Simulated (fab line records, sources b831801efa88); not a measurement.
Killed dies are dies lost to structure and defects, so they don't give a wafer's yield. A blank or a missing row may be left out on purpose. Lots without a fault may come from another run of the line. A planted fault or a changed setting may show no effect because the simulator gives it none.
Which tool did it? | flow sky130 | 13 lots, 39 wafers sampled, at 4 steps of a route of 708

WHAT THE GAUGES READ, wafer by wafer
SKY_VIA4_BOW_MEAS_03.
lot  | measured     | on            | VIA4_BOW (um)
L893 | day 41 21:11 | film_metro-02 | 75 77 68
L894 | day 42 04:11 | film_metro-02 | 72 71 82
L895 | day 42 10:49 | film_metro-04 | 100 84 87
L896 | day 42 19:49 | film_metro-04 | 80 75 89
L898 | day 43 13:11 | film_metro-04 | 89 81 85
L900 | day 44 08:49 | film_metro-03 | 68 80 79
L905 | day 45 09:52 | film_metro-04 | 84 81 92
L908 | day 46 10:40 | film_metro-02 | 66 77 81
L909 | day 47 02:47 | film_metro-03 | 77 81 73
L911 | day 47 03:25 | film_metro-03 | 87 92 89
L912 | day 47 04:35 | film_metro-04 | 95 81 94
L915 | day 47 17:52 | film_metro-02 | 89 93 72
L914 | day 47 19:49 | film_metro-02 | 78 74 75

SKY_VIA4_RS_MEAS_19: measures by four-point-probe.
lot  | measured     | on            | VIA4_W_RS (ohm/sq)
L893 | day 42 21:36 | film_metro-03 | 0.226 0.226 0.226
L894 | day 43 04:37 | film_metro-02 | 0.230 0.229 0.219
L895 | day 43 11:12 | film_metro-04 | 0.219 0.220 0.232
L896 | day 43 19:38 | film_metro-04 | 0.113 0.113 0.109 0.113 0.113 0.109
L898 | day 44 13:05 | film_metro-02 | 0.230 0.225 0.232
L900 | day 45 08:21 | film_metro-02 | 0.110 0.114 0.110 0.110 0.114 0.110
L905 | day 46 07:53 | film_metro-03 | 0.114 0.114 0.114 0.114 0.114 0.114
L908 | day 47 07:33 | film_metro-04 | 0.232 0.227 0.229
L909 | day 47 23:15 | film_metro-02 | 0.230 0.227 0.230
L911 | day 47 23:52 | film_metro-03 | 0.230 0.226 0.220
L912 | day 48 01:27 | film_metro-02 | 0.227 0.219 0.227
L915 | day 48 13:13 | film_metro-03 | 0.226 0.225 0.229
L914 | day 48 15:47 | film_metro-03 | 0.228 0.220 0.217

WHICH TOOL RAN EACH LOT (tool, then ch and the chambers of the sampled wafers, then the start)
lot  | SKY_VIA4_STRIP_13                    | SKY_VIA4_CVD_18
L893 | plasma_asher-04 ch 0,1, day 42 20:26 | cvd_w-01 ch 0,1, day 42 21:28
L894 | plasma_asher-03 ch 0,1, day 43 03:48 | cvd_w-02 ch 0,1, day 43 04:28
L895 | plasma_asher-03 ch 0,1, day 43 10:24 | cvd_w-02 ch 0,1, day 43 11:03
L896 | plasma_asher-03 ch 0,1, day 43 18:30 | cvd_w-02 ch 0,1, day 43 19:09
L898 | plasma_asher-04 ch 0,1, day 44 12:17 | cvd_w-01 ch 0,1, day 44 12:56
L900 | plasma_asher-04 ch 0,1, day 45 07:11 | cvd_w-02 ch 0,1, day 45 07:53
L905 | plasma_asher-04 ch 0,1, day 46 06:44 | cvd_w-01 ch 0,1, day 46 07:24
L908 | plasma_asher-02 ch 0,1, day 47 06:42 | cvd_w-01 ch 0,1, day 47 07:23
L909 | plasma_asher-03 ch 0,1, day 47 22:26 | cvd_w-01 ch 0,1, day 47 23:05
L911 | plasma_asher-02 ch 0,1, day 47 23:02 | cvd_w-02 ch 0,1, day 47 23:43
L912 | plasma_asher-04 ch 0,1, day 48 00:33 | cvd_w-02 ch 0,1, day 48 01:17
L915 | plasma_asher-02 ch 0,1, day 48 12:16 | cvd_w-01 ch 0, day 48 12:55
L914 | plasma_asher-02 ch 0,1, day 48 14:59 | cvd_w-02 ch 0,1, day 48 15:38
- SKY_VIA4_STRIP_13: strips in O2/N2.
- SKY_VIA4_CVD_18: deposits W, target thk 505 nm, time 152.14 s.

WHAT THE TOOLS THEMSELVES READ (means of the sampled wafers that have a number; where no wafer has one, the mark that the record gives instead)
SKY_VIA4_STRIP_13.
lot  | tool            | drypump_motor_current_A (A) | oes_product_au (a.u.) | strip_time_to_endpoint_s (s)
L893 | plasma_asher-04 | 5.9                         | 0.709                 | 12.810
L894 | plasma_asher-03 | 6.0                         | 0.710                 | 12.816
L895 | plasma_asher-03 | 6.0                         | 0.708                 | 12.832
L896 | plasma_asher-03 | 5.9                         | 0.711                 | 12.789
L898 | plasma_asher-04 | 5.9                         | 0.710                 | 12.768
L900 | plasma_asher-04 | 5.9                         | 0.707                 | 12.801
L905 | plasma_asher-04 | 5.8                         | 0.709                 | 12.831
L908 | plasma_asher-02 | 5.1                         | 0.716                 | 12.805
L909 | plasma_asher-03 | 5.9                         | 0.711                 | 12.810
L911 | plasma_asher-02 | 5.1                         | 0.711                 | 12.821
L912 | plasma_asher-04 | 5.9                         | 0.708                 | 12.817
L915 | plasma_asher-02 | 5.1                         | 0.705                 | 12.803
L914 | plasma_asher-02 | 5.1                         | 0.708                 | 12.842

SKY_VIA4_CVD_18.
lot  | tool     | heater_power_w (W)
L893 | cvd_w-01 | 837
L894 | cvd_w-02 | 981
L895 | cvd_w-02 | 966
L896 | cvd_w-02 | 983
L898 | cvd_w-01 | 918
L900 | cvd_w-02 | 962
L905 | cvd_w-01 | 895
L908 | cvd_w-01 | 826
L909 | cvd_w-01 | 828
L911 | cvd_w-02 | 987
L912 | cvd_w-02 | 987
L915 | cvd_w-01 | 755
L914 | cvd_w-02 | 959

THE ANSWER, worked out from the rows above alone
Rule: what is usual is taken from the lots themselves. Put in order of their means at a reading, lots are off if they are a third of the lots or fewer, leave a main group of 4 or more, and stand apart from it by a gap of 3 or more times the standard deviation of the main group's means; of several such gaps the widest counts. A main group whose means are all the same, to the digits that the tables above print for the reading, isn't used. A lot without any number at a reading at which 4 lots or more have one is off too. The other lots that the step has rows for count as sound. The gauges are gone through in route order, then the tools' own readings, and for those a lot's mean is taken as printed above. The first step at which some lot is off is used, and at that step the reading that is off furthest; a lot without a number counts as furthest.
Off: L896, L900, L905, at SKY_VIA4_RS_MEAS_19 (VIA4_W_RS). The main group: mean 0.226 ohm/sq, standard deviation 0.0024.
A tool fits if, at a process step before that reading, it ran every lot that is off, and no sound lot after the first of them. The gauges at SKY_VIA4_RS_MEAS_19 are tried like those tools. None of those tried fits.

WHAT THE SIMULATOR HAD PUT IN
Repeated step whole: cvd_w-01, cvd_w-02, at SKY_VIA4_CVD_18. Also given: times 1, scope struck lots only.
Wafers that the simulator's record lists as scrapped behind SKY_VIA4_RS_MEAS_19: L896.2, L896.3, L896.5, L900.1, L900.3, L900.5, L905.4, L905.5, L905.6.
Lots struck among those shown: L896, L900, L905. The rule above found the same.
